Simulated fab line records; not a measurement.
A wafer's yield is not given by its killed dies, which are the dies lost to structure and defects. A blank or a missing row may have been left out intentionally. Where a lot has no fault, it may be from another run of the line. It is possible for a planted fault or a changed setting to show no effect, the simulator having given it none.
Matching of chambers ; flow sfq-line ; SFQ_TRILAYER_I0_DEP_PECVD_027 on pecvd-02 has 3 sister chambers
The step deposits SiO2 from SiH4/N2O, time 111.11 s, target thk 500 nm. 3 wafers are shown with their chamber, then 9 later ones without.

== EACH WAFER AND ITS CHAMBER ==
wafer;chamber;showerhead-vpp-V (V)
L667.1;0;894
L673.5;2;791
L673.6;1;853

== WAFERS WITHOUT THEIR CHAMBER ==
wafer;showerhead-vpp-V (V)
L675.2;889
L675.4;856
L675.6;798
L676.4;800
L676.5;909
L676.6;874
L677.1;911
L677.4;904
L677.5;859

== WHICH CHAMBER EACH ONE RAN IN ==
wafer;from the rows above;in truth
L675.2;0;0
L675.4;1;1
L675.6;2;2
L676.4;2;2
L676.5;0;0
L676.6;can't be placed: 0 or 1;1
L677.1;0;0
L677.4;0;0
L677.5;1;1
Correctly placed: 8 of 9. These rows do not allow placing 1 (true chamber among the candidates in 1). Wrongly placed: 0.
How it was worked out, from the rows above alone: a wafer's distance from a chamber is the root of the sum, over the readings, of the square of ((its reading less the chamber's mean) divided by the reading's scatter). If the next closest chamber is less than 2 further off than the closest, the wafer can't be placed; otherwise it belongs to the closest. For every chamber, the mean is computed from those of its wafers that are shown. The scatter: with one shown wafer a chamber, the root of the mean of the squares of how far each hidden wafer lies from its nearest shown one.
